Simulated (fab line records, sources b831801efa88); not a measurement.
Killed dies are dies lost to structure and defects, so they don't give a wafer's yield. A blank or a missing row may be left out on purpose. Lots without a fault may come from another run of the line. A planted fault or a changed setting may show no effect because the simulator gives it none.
fab line records | flow sky130
record lots=11 wafers=31 last_day=50
route steps=708 shown FIELD_ISO@17 POLY_GATE@227 CONTACT@406 METAL3@563 PAD_OPEN@708
lots that met no fault: from a run of the same line without faults
start_h: hours from the record's first day to the start of the lot's first wafer shown | wait_h: hours since the lot's step before | " the same as in the row above | L1.1+2: a row that stands for several wafers | - no value, or no start given | * or withheld: withheld | < > ~ a bound
route shown NAME@n: a module of which the file shows steps, and the number in the route of the first | usual: mean/standard deviation of fault-free wafers | same: alike in all rows | chamber/n: place in a boat | sites: the reading at each site | _std_site: their standard deviation | _edge_site: outer sites' mean less inner sites' | radius_mm: how far each site lies from the wafer's centre | mask NAME#n: copy n | behind: the tool/chamber that last shaped the wafer | hold: why the lot was held/for how many hours/how that ended | device: the transistor (n, p or np) that didn't switch | end of line: the same wafers' tests at the end of the route | a step without rows: its recipe alone | killed: dies lost to structure and defects at the first sort, not the wafer's yield | map: a wafer's dies, x killed, . not, _ none there
set.NAME: the setting as run; set.NAME@STEP: as run at that earlier step | model.NAME: the simulator's own value behind a step, which no gauge read
steps of the route over a sample of lots; a table a step, a row a wafer
services: from which hour (start_h, from the record's first day; less than 0 if before it) a tool's chamber was out of use, for how many hours, and why
## steps
# step SKY_FIELD_ISO_STRIP_16
# recipe chemistry=O2/N2 power_w=1400 pressure_mtorr=1500 platen_temp_c=withheld o2_flow_sccm=3000 n2_flow_sccm=300 overash_fraction=0.5
# usual drypump_motor_current_A=5.58/0.25 oes_product_au=0.378/0.0051 strip_time_to_endpoint_s=3.557/0.029
# columns lot.wafer tool chamber start_h wait_h drypump_motor_current_A oes_product_au rf_hours_counter_h strip_time_to_endpoint_s
L477.2 plasma_asher-03 0 36.76 0.0 5.40 0.375 24 3.509
L477.4 " 0 " " 5.35 0.374 - 3.528
L477.5 " 0 " " 5.37 0.384 - 3.577
L478.4 plasma_asher-04 1 37.64 0.1 5.86 0.374 - 3.578
L478.5 " 0 " " 5.70 0.378 - 3.539
L478.6 " 1 " " 5.87 0.379 - 3.570
L479.1 plasma_asher-03 0 38.80 0.0 5.38 0.386 24 3.590
L479.4 " 0 " " 5.41 0.381 - 3.547
L479.5 " 1 " " 5.19 0.380 - 3.543
L481.1 plasma_asher-01 0 55.19 0.0 5.34 0.371 37 3.531
L481.2 " 1 " " 5.83 0.375 37 3.544
L481.6 " 1 " " 5.85 0.379 - 3.504
L482.2 plasma_asher-01 0 61.64 0.0 5.37 0.374 38 3.581
L482.3 " 0 " " 5.35 0.376 - 3.555
L482.6 " 0 " " 5.36 0.380 - 3.602
L490.2 plasma_asher-04 1 103.06 0.0 5.87 0.375 43 3.543
L490.5 " 1 " " 5.85 0.378 - 3.525
L492.2 plasma_asher-01 0 117.00 0.0 5.35 0.382 43 3.564
L492.5 " 0 " " 5.35 0.381 - 3.596
L494.3 plasma_asher-04 0 125.48 0.1 5.68 0.372 - 3.545
L494.4 " 1 " " 5.87 0.378 - 3.508
L494.6 " 1 " " 5.87 0.383 - 3.521
L496.1 plasma_asher-01 1 132.79 0.0 5.82 0.379 45 3.594
L496.5 " 0 " " 5.32 0.379 - 3.541
L496.6 " 1 " " 5.84 0.373 - 3.584
L497.3 plasma_asher-01 1 136.94 0.1 5.82 0.382 - 3.566
L497.4 " 0 " " 5.33 0.375 - 3.519
L497.5 " 1 " " 5.81 0.371 - 3.515
L498.1 plasma_asher-03 0 144.89 0.0 5.38 0.369 34 3.513
L498.2 " 1 " " 5.19 0.387 34 3.545
L498.4 " 0 " " 5.38 0.373 - 3.489
# step SKY_POLY_GATE_CD_MEAS_13
# recipe target_cd_nm=150
# usual cd_nm=149.7/1.7
# columns lot.wafer tool chamber start_h wait_h cd_nm
L477.2 cd_sem-02 - 382.98 - 151.7
L477.4 " - " " 152.6
L477.5 " - " " 151.3
L478.4 cd_sem-01 - 384.62 - 146.9
L478.5 " - " " 147.3
L478.6 " - " " 147.1
L479.1 cd_sem-01 - 393.28 - 149.2
L479.4 " - " " 150.5
L479.5 " - " " 147.2
L481.1 cd_sem-01 - 416.46 - 151.0
L481.2 " - " " 149.8
L481.6 " - " " 150.0
L482.2 cd_sem-01 - 422.85 - 150.2
L482.3 " - " " 151.3
L482.6 " - " " 149.6
L490.2 cd_sem-02 - 502.78 - 150.0
L490.5 " - " " 150.4
L492.2 cd_sem-01 - 518.22 - 150.2
L492.5 " - " " 150.5
L494.3 cd_sem-02 - 531.79 - 146.7
L494.4 " - " " 146.1
L494.6 " - " " 146.7
L496.1 cd_sem-02 - 540.90 - 150.0
L496.5 " - " " 149.4
L496.6 " - " " 150.3
L497.3 cd_sem-02 - 552.69 - 149.9
L497.4 " - " " 150.9
L497.5 " - " " 151.3
L498.1 cd_sem-01 - 555.56 - 150.2
L498.2 " - " " 149.5
L498.4 " - " " 149.3
# step SKY_CONTACT_CVD_00
# recipe material=Si3N4 target_thk_nm=75 temp_c=400 time_s=withheld rf_w=450
# usual heater_power_w=688/93 rf_fwd_power_W=444.2/1.7
# columns lot.wafer tool chamber start_h wait_h heater_power_w rf_fwd_power_W
L477.2 pecvd-04 2 717.45 0.0 549 443.7
L477.4 " 0 " " 589 442.9
L477.5 " 2 " " 559 444.6
L478.4 pecvd-01 1 722.81 0.0 727 443.9
L478.5 " 0 " " 643 443.8
L478.6 " 2 " " 860 443.9
L479.1 pecvd-04 1 727.05 0.0 649 442.0
L479.4 " 1 " " 651 440.0
L479.5 " 2 " " 618 445.4
L481.1 pecvd-04 1 749.08 0.0 657 442.6
L481.2 " 0 " " 607 445.6
L481.6 " 2 " " 553 446.3
L482.2 pecvd-02 1 753.74 0.0 631 442.3
L482.3 " 2 " " 767 447.0
L482.6 " 2 " " 610 445.2
L490.2 pecvd-04 0 825.15 0.0 690 445.3
L490.5 " 2 " " 575 445.2
L492.2 pecvd-04 2 835.20 0.0 632 447.1
L492.5 " 2 " " 642 444.5
L494.3 pecvd-02 0 846.94 0.0 814 441.2
L494.4 " 2 " " 787 444.1
L494.6 " 0 " " 679 441.6
L496.1 pecvd-02 0 855.78 0.0 757 441.9
L496.5 " 2 " " 624 446.6
L496.6 " 0 " " 760 440.7
L497.3 pecvd-01 0 869.44 0.0 764 442.4
L497.4 " 1 " " 676 444.3
L497.5 " 0 " " 777 442.5
L498.1 pecvd-02 2 871.50 0.0 636 448.5
L498.2 " 0 " " 849 444.5
L498.4 " 2 " " 648 445.7
# step SKY_CONTACT_THK_MEAS_01
# recipe reads=Si3N4_of_CONTACT_CVD_00
# usual CONTACT_CVD_00_THK=75.1/0.98
# columns lot.wafer tool chamber start_h wait_h hold CONTACT_CVD_00_THK[nm]
L477.2 film_metro-01 - 717.49 - - 74.8
L477.4 " - " " - 76.6
L477.5 " - " " - 75.9
L478.4 film_metro-01 - 722.86 - - 75.4
L478.5 " - " " - 74.2
L478.6 " - " " - 74.2
L479.1 film_metro-01 - 727.08 - - 73.9
L479.4 " - " " - 75.6
L479.5 " - " " - 76.0
L481.1 film_metro-02 - 749.12 - - 75.4
L481.2 " - " " - 75.8
L481.6 " - " " - 76.0
L482.2 film_metro-01 - 753.78 - - 74.3
L482.3 " - " " - 74.5
L482.6 " - " " - 75.5
L490.2 film_metro-02 - 825.19 - await_dispo/0.2h/release 103.5
L490.5 " - " " await_dispo/0.2h/release 76.6
L490.2 film_metro-02 - 825.42 0.2 - 103.4
L490.5 " - " " - 76.6
L492.2 film_metro-03 - 835.24 - await_dispo/0.2h/release 103.1
L492.5 " - " " await_dispo/0.2h/release 75.5
L492.2 film_metro-03 - 835.57 0.3 - 103.1
L492.5 " - " " - 75.6
L494.3 film_metro-02 - 846.99 - - 75.5
L494.4 " - " " - 76.1
L494.6 " - " " - 75.5
L496.1 film_metro-02 - 855.83 - - 74.5
L496.5 " - " " - 74.8
L496.6 " - " " - 75.0
L497.3 film_metro-03 - 869.49 - - 73.6
L497.4 " - " " - 76.3
L497.5 " - " " - 75.7
L498.1 film_metro-02 - 871.53 - - 73.6
L498.2 " - " " - 73.9
L498.4 " - " " - 74.8
# step SKY_CONTACT_ETCH_18
# recipe target=Si3N4 chemistry=CHF3/O2 stop_on=TiN source_w=600 bias_w=200 pressure_mtorr=40 chf3_flow_sccm=50 O2_flow_sccm=5 time_s=39 target_depth_a=750
# usual chf3_flow_sccm=50.01/0.16 drypump_motor_current_A=5.8/0.34 oes_product_au=0.855/0.0076 rf_fwd_power_W=594.0/2.5 throttle_valve_pct=8.794/0.0098
# columns lot.wafer tool chamber start_h wait_h chf3_flow_sccm drypump_motor_current_A oes_product_au rf_fwd_power_W rf_hours_counter_h throttle_valve_pct
L477.2 rie_diel-01 3 - - 50.13 5.8 0.860 593.4 11 8.798
L477.4 " 3 " " 50.02 5.8 0.854 595.3 - 8.798
L477.5 " 2 " " 50.09 5.9 0.859 595.9 - 8.788
L478.4 rie_diel-04 0 - - 50.10 5.6 0.859 591.5 - 8.801
L478.5 " 3 " " 49.78 6.3 0.850 597.8 - 8.793
L478.6 " 2 " " 50.04 5.4 0.855 599.9 - 8.789
L479.1 rie_diel-01 2 - - 50.04 5.8 0.849 590.3 21 8.791
L479.4 " 2 " " 49.98 5.8 0.861 591.6 - 8.787
L479.5 " 1 " " 49.87 5.4 0.862 592.2 - 8.802
L481.1 rie_diel-04 1 - - 50.06 6.1 0.853 591.1 0 8.789
L481.2 " 3 " " 50.00 6.3 0.861 597.2 10 8.789
L481.6 " 2 " " 49.92 5.4 0.854 595.0 - 8.782
L482.2 rie_diel-01 3 - - 49.74 5.8 0.849 593.9 12 8.786
L482.3 " 1 " " 49.97 5.4 0.850 591.7 17 8.794
L482.6 " 2 " " 50.07 5.8 0.851 593.7 - 8.794
L490.2 rie_diel-04 1 - - 50.19 6.1 1.003 595.5 3 8.825
L490.5 " 1 " " 50.03 6.1 0.862 596.9 - 8.795
L492.2 rie_diel-04 2 - - 50.13 5.4 0.991 596.7 19 8.823
L492.5 " 3 " " 49.76 6.3 0.860 597.6 - 8.811
L494.3 rie_diel-04 3 - - 50.03 6.3 0.860 598.9 13 8.808
L494.4 " 0 " " 50.18 5.6 0.855 590.8 16 8.788
L494.6 " 1 " " 50.04 6.1 0.867 593.6 - 8.803
L496.1 rie_diel-03 0 - - 49.87 5.2 0.852 589.9 9 8.781
L496.5 " 3 " " 49.87 6.2 0.849 594.2 - 8.791
L496.6 " 2 " " 49.98 6.2 0.845 597.0 - 8.762
L497.3 rie_diel-01 3 - - 49.82 5.8 0.848 596.9 17 8.781
L497.4 " 2 " " 49.98 5.8 0.859 591.7 - 8.783
L497.5 " 1 " " 50.06 5.4 0.863 595.8 - 8.805
L498.1 rie_diel-04 2 - - 49.85 5.4 0.834 591.7 20 8.781
L498.2 " 1 " " 49.91 6.1 0.847 593.2 5 8.781
L498.4 " 0 " " 50.13 5.5 0.856 588.5 - 8.796
# step SKY_METAL3_CD_MEAS_13
# recipe target_cd_nm=300
# usual cd_nm=300.2/1.5
# columns lot.wafer tool chamber start_h wait_h cd_nm
L477.2 cd_sem-02 - 912.94 - 299.4
L477.4 " - " " 298.7
L477.5 " - " " 299.6
L478.4 cd_sem-01 - 916.16 - 298.5
L478.5 " - " " 299.6
L478.6 " - " " 298.9
L479.1 cd_sem-01 - 919.85 - 296.6
L479.4 " - " " 297.1
L479.5 " - " " 297.7
L481.1 cd_sem-02 - 940.67 - 299.5
L481.2 " - " " 299.8
L481.6 " - " " 301.0
L482.2 cd_sem-02 - 944.76 - 300.9
L482.3 " - " " 302.4
L482.6 " - " " 302.7
L490.5 cd_sem-01 - 1007.70 - 300.9
L492.5 cd_sem-02 - 1017.00 - 298.4
L494.3 cd_sem-01 - 1027.04 - 300.0
L494.4 " - " " 299.1
L494.6 " - " " 299.9
L496.1 cd_sem-02 - 1032.09 - 297.1
L496.5 " - " " 299.7
L496.6 " - " " 298.8
L497.3 cd_sem-01 - 1044.91 - 300.2
L497.4 " - " " 300.2
L497.5 " - " " 300.3
L498.1 cd_sem-01 - 1048.12 - 299.9
L498.2 " - " " 301.7
L498.4 " - " " 300.8
# step SKY_PAD_OPEN_PROBE_99
# usual killed_at_M0_to_M3=44/6.9 killed_at_M4_up=3.3/2.1 killed_at_contacts=24/4.8 killed_at_front_end=15/4.4 killed_at_other=0.2/0.48 killed_dies=87/9.5 killed_on_rim=17/4 killed_open=48/6.5 killed_short=39/6.3
# same gross_dies=492 killed_at_back_side=0
# columns lot.wafer tool chamber start_h wait_h hold killed_at_M0_to_M3 killed_at_M4_up killed_at_contacts killed_at_front_end killed_at_other killed_dies killed_on_rim killed_open killed_short
L477.2 prober-02 - 1086.08 0.1 - 48 4 21 8 0 81 17 46 35
L477.4 prober-02 - 1086.18 0.2 - 44 3 23 11 0 81 10 44 37
L477.5 prober-02 - 1086.23 0.2 - 42 2 26 15 0 85 12 53 32
L478.4 prober-01 - 1086.18 0.2 - 43 3 28 11 0 85 13 52 33
L478.5 prober-01 - 1086.23 0.2 - 47 3 25 26 0 101 18 59 42
L478.6 prober-01 - 1086.28 0.2 - 42 2 28 11 0 83 20 57 26
L479.1 prober-01 - 1089.40 0.1 - 32 3 18 13 0 66 9 39 27
L479.4 prober-01 - 1089.55 0.2 - 44 3 15 8 0 70 16 41 29
L479.5 prober-01 - 1089.60 0.2 - 56 9 24 19 0 108 18 53 55
L481.1 prober-01 - 1106.57 0.1 - 41 3 20 11 0 75 14 46 29
L481.2 prober-01 - 1106.62 0.1 - 54 4 23 11 0 92 21 53 38
L481.6 prober-01 - 1106.82 0.2 - 45 4 19 20 0 88 19 46 42
L482.2 prober-02 - 1111.25 0.1 - 44 4 25 24 1 98 20 52 45
L482.3 prober-02 - 1111.30 0.2 - 48 3 24 14 0 89 16 52 37
L482.6 prober-02 - 1111.45 0.2 - 47 2 35 18 2 104 19 55 47
L490.2 prober-02 - 1161.21 0.1 await_dispo/1.0h/release 51 5 425 11 0 492 96 53 43
L490.5 prober-02 - 1161.36 0.2 await_dispo/1.0h/release 45 5 17 16 1 84 19 45 39
L492.2 prober-02 - 1168.17 0.1 await_dispo/3.2h/scrap 55 1 419 16 1 492 96 42 50
L492.5 prober-02 - 1168.32 0.2 await_dispo/3.2h/scrap 43 5 24 11 0 83 14 49 33
L494.3 prober-02 - 1176.62 0.2 - 34 5 27 17 0 83 18 44 39
L494.4 prober-02 - 1176.67 0.2 - 39 7 20 17 1 84 19 53 30
L494.6 prober-02 - 1176.77 0.2 - 53 3 21 17 0 94 19 48 46
L496.1 prober-02 - 1180.00 0.1 - 46 2 16 19 1 84 12 46 38
L496.5 prober-02 - 1180.20 0.2 - 38 2 23 21 0 84 16 53 31
L496.6 prober-02 - 1180.25 0.2 - 42 1 33 17 1 94 18 42 52
L497.3 prober-01 - 1189.16 0.2 - 54 5 18 9 0 86 21 48 37
L497.4 prober-01 - 1189.21 0.2 - 40 6 35 10 1 92 17 44 47
L497.5 prober-01 - 1189.26 0.2 - 41 1 21 20 2 85 19 46 39
L498.1 prober-02 - 1191.25 0.1 - 42 4 21 14 0 81 15 46 35
L498.2 prober-02 - 1191.30 0.1 - 42 5 21 9 0 77 15 37 40
L498.4 prober-02 - 1191.40 0.2 - 46 2 30 17 0 95 19 58 37
# killed by level:class
L477.2 VIA1:geometric_particle:open=17 METAL1:geometric_particle:short=9 CONTACT:geometric_particle:open=7 VIA1:geometric_particle:short=6 VIA2:geometric_particle:open=6 FIELD_ISO:geometric_particle:open=4 LI_CONTACT:geometric_particle:open=4 CONTACT:geometric_particle:short=4
L477.4 VIA1:geometric_particle:open=13 CONTACT:geometric_particle:open=12 VIA1:geometric_particle:short=7 METAL2:geometric_particle:short=5 VIA3:geometric_particle:open=5 LI_CONTACT:geometric_particle:open=4 VIA2:geometric_particle:open=4 METAL3:geometric_particle:short=4
L478.4 VIA1:geometric_particle:open=16 CONTACT:geometric_particle:open=11 LI_CONTACT:geometric_particle:open=7 METAL1:geometric_particle:short=7 VIA2:geometric_particle:open=6 CONTACT:geometric_particle:short=5 VIA1:geometric_particle:short=5 FIELD_ISO:geometric_particle:open=4
L477.5 CONTACT:geometric_particle:open=12 VIA1:geometric_particle:open=11 LI_CONTACT:geometric_particle:open=7 VIA3:geometric_particle:open=7 VIA2:geometric_particle:open=6 POLY_GATE:geometric_particle:open=4 LI_CONTACT:geometric_particle:short=4 METAL2:geometric_particle:short=4
L478.5 VIA1:geometric_particle:open=10 CONTACT:geometric_particle:open=9 FIELD_ISO:geometric_particle:open=8 VIA3:geometric_particle:open=8 CONTACT:geometric_particle:short=7 LI_CONTACT:geometric_particle:open=6 METAL2:geometric_particle:short=6 FIELD_ISO:geometric_particle:short=5
L478.6 CONTACT:geometric_particle:open=12 LI_CONTACT:geometric_particle:open=11 VIA1:geometric_particle:open=9 VIA3:geometric_particle:open=7 VIA2:geometric_particle:open=5 CONTACT:geometric_particle:short=4 METAL1:geometric_particle:short=4 METAL2:geometric_particle:short=4
L479.1 VIA1:geometric_particle:open=13 LI_CONTACT:geometric_particle:open=9 CONTACT:geometric_particle:open=5 POLY_GATE:geometric_particle:short=4 POLY_GATE:geometric_particle:open=4 VIA1:geometric_particle:short=4 VIA2:geometric_particle:open=3 FIELD_ISO:geometric_particle:short=2
L479.4 VIA1:geometric_particle:open=13 CONTACT:geometric_particle:open=7 VIA3:geometric_particle:open=7 METAL2:geometric_particle:short=6 CONTACT:geometric_particle:short=5 VIA2:geometric_particle:open=5 VIA1:geometric_particle:short=4 VIA3:geometric_particle:short=4
L479.5 VIA1:geometric_particle:open=15 LI_CONTACT:geometric_particle:open=9 VIA1:geometric_particle:short=9 METAL4:geometric_particle:short=9 VIA2:geometric_particle:open=8 FIELD_ISO:geometric_particle:short=7 CONTACT:geometric_particle:short=7 CONTACT:geometric_particle:open=7
L481.1 VIA1:geometric_particle:open=16 CONTACT:geometric_particle:open=9 VIA3:geometric_particle:open=5 POLY_GATE:geometric_particle:short=4 LOCAL_INTERCONNECT:geometric_particle:short=4 METAL1:geometric_particle:short=4 VIA1:geometric_particle:short=4 FIELD_ISO:geometric_particle:open=3
L481.2 VIA1:geometric_particle:open=12 VIA3:geometric_particle:open=10 CONTACT:geometric_particle:open=9 VIA2:geometric_particle:open=7 METAL1:geometric_particle:short=7 VIA1:geometric_particle:short=6 LI_CONTACT:geometric_particle:open=5 CONTACT:geometric_particle:short=4
L481.6 VIA1:geometric_particle:open=9 VIA3:geometric_particle:open=9 METAL2:geometric_particle:short=7 CONTACT:geometric_particle:open=6 VIA1:geometric_particle:short=6 LI_CONTACT:geometric_particle:open=5 FIELD_ISO:geometric_particle:open=4 FIELD_ISO:geometric_particle:short=4
L482.2 LOCAL_INTERCONNECT:geometric_particle:short=9 VIA2:geometric_particle:open=8 CONTACT:geometric_particle:open=8 VIA1:geometric_particle:open=8 FIELD_ISO:geometric_particle:open=7 POLY_GATE:geometric_particle:open=7 VIA3:geometric_particle:open=7 VIA1:geometric_particle:short=6
L482.3 CONTACT:geometric_particle:open=11 VIA3:geometric_particle:open=11 VIA1:geometric_particle:open=11 METAL1:geometric_particle:short=8 POLY_GATE:geometric_particle:open=7 METAL2:geometric_particle:short=7 LI_CONTACT:geometric_particle:open=4 CONTACT:geometric_particle:short=4
L482.6 LI_CONTACT:geometric_particle:open=11 VIA1:geometric_particle:open=9 LOCAL_INTERCONNECT:geometric_particle:short=8 METAL2:geometric_particle:short=8 VIA2:geometric_particle:open=7 CONTACT:geometric_particle:open=6 VIA3:geometric_particle:open=6 CONTACT:geometric_particle:short=5
L490.2 CONTACT:area_etch=396 VIA1:geometric_particle:open=15 LI_CONTACT:geometric_particle:open=12 CONTACT:geometric_particle:open=8 METAL1:geometric_particle:short=8 CONTACT:geometric_particle:short=6 FIELD_ISO:geometric_particle:short=5 VIA2:geometric_particle:open=5
L490.5 LI_CONTACT:geometric_particle:open=8 VIA1:geometric_particle:open=8 VIA1:geometric_particle:short=7 METAL2:geometric_particle:short=7 VIA2:geometric_particle:open=6 VIA3:geometric_particle:open=6 CONTACT:geometric_particle:open=5 VIA2:geometric_particle:short=5
L492.2 CONTACT:area_etch=400 VIA1:geometric_particle:short=12 METAL1:geometric_particle:short=10 VIA2:geometric_particle:open=8 VIA3:geometric_particle:open=8 POLY_GATE:geometric_particle:short=6 CONTACT:geometric_particle:short=6 FIELD_ISO:geometric_particle:open=5
L492.5 CONTACT:geometric_particle:open=8 METAL1:geometric_particle:short=8 LI_CONTACT:geometric_particle:open=7 VIA2:geometric_particle:open=7 VIA3:geometric_particle:open=7 VIA1:geometric_particle:open=6 CONTACT:geometric_particle:short=4 METAL2:geometric_particle:short=4
L494.3 CONTACT:geometric_particle:open=10 CONTACT:geometric_particle:short=9 VIA2:geometric_particle:open=7 METAL2:geometric_particle:short=6 FIELD_ISO:geometric_particle:open=5 VIA1:geometric_particle:open=5 METAL1:geometric_particle:short=5 POLY_GATE:geometric_particle:short=4
L494.4 VIA1:geometric_particle:open=11 CONTACT:geometric_particle:open=7 POLY_GATE:geometric_particle:open=6 VIA2:geometric_particle:open=6 FIELD_ISO:geometric_particle:open=5 LOCAL_INTERCONNECT:geometric_particle:short=5 VIA3:geometric_particle:open=5 LI_CONTACT:geometric_particle:open=4
L494.6 VIA2:geometric_particle:open=10 CONTACT:geometric_particle:open=8 VIA1:geometric_particle:open=8 METAL1:geometric_particle:short=7 VIA3:geometric_particle:open=7 FIELD_ISO:geometric_particle:open=6 VIA3:geometric_particle:short=6 CONTACT:geometric_particle:short=5
L496.1 VIA1:geometric_particle:open=11 CONTACT:geometric_particle:open=10 METAL2:geometric_particle:short=7 VIA2:geometric_particle:open=7 FIELD_ISO:geometric_particle:short=5 LI_CONTACT:geometric_particle:open=5 VIA3:geometric_particle:open=5 POLY_GATE:geometric_particle:short=4
L496.5 CONTACT:geometric_particle:open=11 VIA1:geometric_particle:open=11 FIELD_ISO:geometric_particle:open=7 METAL1:geometric_particle:short=6 VIA3:geometric_particle:open=6 LI_CONTACT:geometric_particle:open=5 POLY_GATE:geometric_particle:open=5 VIA2:geometric_particle:open=5
L496.6 LI_CONTACT:geometric_particle:open=11 VIA1:geometric_particle:short=7 CONTACT:geometric_particle:short=7 CONTACT:geometric_particle:open=7 VIA1:geometric_particle:open=7 POLY_GATE:geometric_particle:short=6 LOCAL_INTERCONNECT:geometric_particle:short=6 METAL1:geometric_particle:short=6
L497.3 VIA1:geometric_particle:open=12 VIA3:geometric_particle:open=10 CONTACT:geometric_particle:open=8 VIA1:geometric_particle:short=6 METAL3:geometric_particle:short=6 VIA3:geometric_particle:short=6 POLY_GATE:geometric_particle:open=5 VIA2:geometric_particle:open=4
L497.4 LI_CONTACT:geometric_particle:open=11 CONTACT:geometric_particle:open=10 CONTACT:geometric_particle:short=9 METAL1:geometric_particle:short=8 VIA2:geometric_particle:open=5 METAL4:geometric_particle:short=5 VIA1:geometric_particle:open=4 METAL2:geometric_particle:short=4
L497.5 VIA1:geometric_particle:open=10 CONTACT:geometric_particle:open=8 POLY_GATE:geometric_particle:short=6 POLY_GATE:geometric_particle:open=5 LOCAL_INTERCONNECT:geometric_particle:short=5 VIA2:geometric_particle:open=5 VIA3:geometric_particle:short=5 VIA3:geometric_particle:open=5
L498.1 VIA1:geometric_particle:open=9 CONTACT:geometric_particle:open=7 VIA3:geometric_particle:open=6 VIA2:geometric_particle:open=6 LI_CONTACT:geometric_particle:open=6 LOCAL_INTERCONNECT:geometric_particle:short=4 VIA1:geometric_particle:short=4 FIELD_ISO:geometric_particle:open=3
L498.2 VIA1:geometric_particle:open=9 METAL2:geometric_particle:short=5 LI_CONTACT:geometric_particle:short=5 LOCAL_INTERCONNECT:geometric_particle:short=5 CONTACT:geometric_particle:open=5 METAL3:geometric_particle:short=5 METAL4:geometric_particle:short=5 LI_CONTACT:geometric_particle:open=4
L498.4 LI_CONTACT:geometric_particle:open=14 VIA1:geometric_particle:open=12 CONTACT:geometric_particle:open=7 VIA1:geometric_particle:short=6 POLY_GATE:geometric_particle:open=5 FIELD_ISO:geometric_particle:open=4 METAL1:geometric_particle:short=4 VIA2:geometric_particle:short=4
## services
# columns tool chamber start_h hours kind
rie_diel-04 0 40.40 5.1 repair
rie_diel-04 2 48.09 11.6 repair
rie_diel-04 1 49.94 22.2 repair
rie_diel-04 0 50.18 9.8 repair
rie_diel-04 1 84.87 7.3 repair
rie_diel-04 3 110.23 13.1 repair
rie_diel-04 1 182.17 5.5 repair
rie_diel-04 - 198.67 2.8 pm
plasma_asher-01 - 204.45 7.6 repair
plasma_asher-01 - 278.87 9.4 repair
rie_diel-04 - 353.73 15.6 pm
plasma_asher-01 - 421.25 9.0 pm
rie_diel-04 3 596.53 2.9 repair
rie_diel-04 1 707.93 49.0 repair
rie_diel-04 3 712.45 4.3 repair
plasma_asher-01 - 719.50 1.9 repair
plasma_asher-01 - 742.75 2.8 pm
rie_diel-04 - 745.15 1.4 repair
plasma_asher-01 - 746.89 2.0 repair
plasma_asher-01 - 762.29 11.0 pm
rie_diel-04 2 799.75 5.8 repair
rie_diel-04 0 810.64 12.0 repair
rie_diel-04 - 888.51 1.7 repair
rie_diel-04 3 894.24 13.2 repair
## key
first_sign step=SKY_CONTACT_THK_MEAS_01 reading=visit direction=added
effect step=SKY_CONTACT_THK_MEAS_01 reading=CONTACT_CVD_00_THK direction=up sigmas=29 usual=75.1 struck=103.3
effect step=SKY_CONTACT_ETCH_18 reading=oes_product_au direction=up sigmas=19 usual=0.855 struck=0.997
effect step=SKY_PAD_OPEN_PROBE_99 reading=killed_at_contacts direction=up sigmas=83 usual=24 struck=422
more_kills_born_at SKY_CONTACT_ETCH_18@rie_diel-04=796
met_at SKY_CONTACT_CVD_00
struck_lots L490,L492
struck_wafers L490.2,L492.2
later_rows_left_out L490.2,L492.2
tester_left_out L490,L492
not_acting_at SKY_FIELD_ISO_STRIP_16,SKY_POLY_GATE_CD_MEAS_13,SKY_METAL3_CD_MEAS_13
onset_between 749.08 825.15
fault kind=process_parameter_drift tool=pecvd-04 chamber=- onset_h=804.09 steps=SKY_CONTACT_CVD_00 channel=target_thk_nm offset=28.104 shape=step end_h=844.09 scope=struck_wafers_only acts_in=these_recipes_only stated=75
# tester_left_out: of these lots the tester's yield and bins aren't shown, on N5 and GAA mostly nor the transistor test; their killed dies are dies lost to structure and defects alone, not to doping, threshold or leakage, so they don't give the yield
# later_rows_left_out: the simulator's readings of these wafers behind a module that went badly wrong aren't trusted and aren't shown, but for the sort
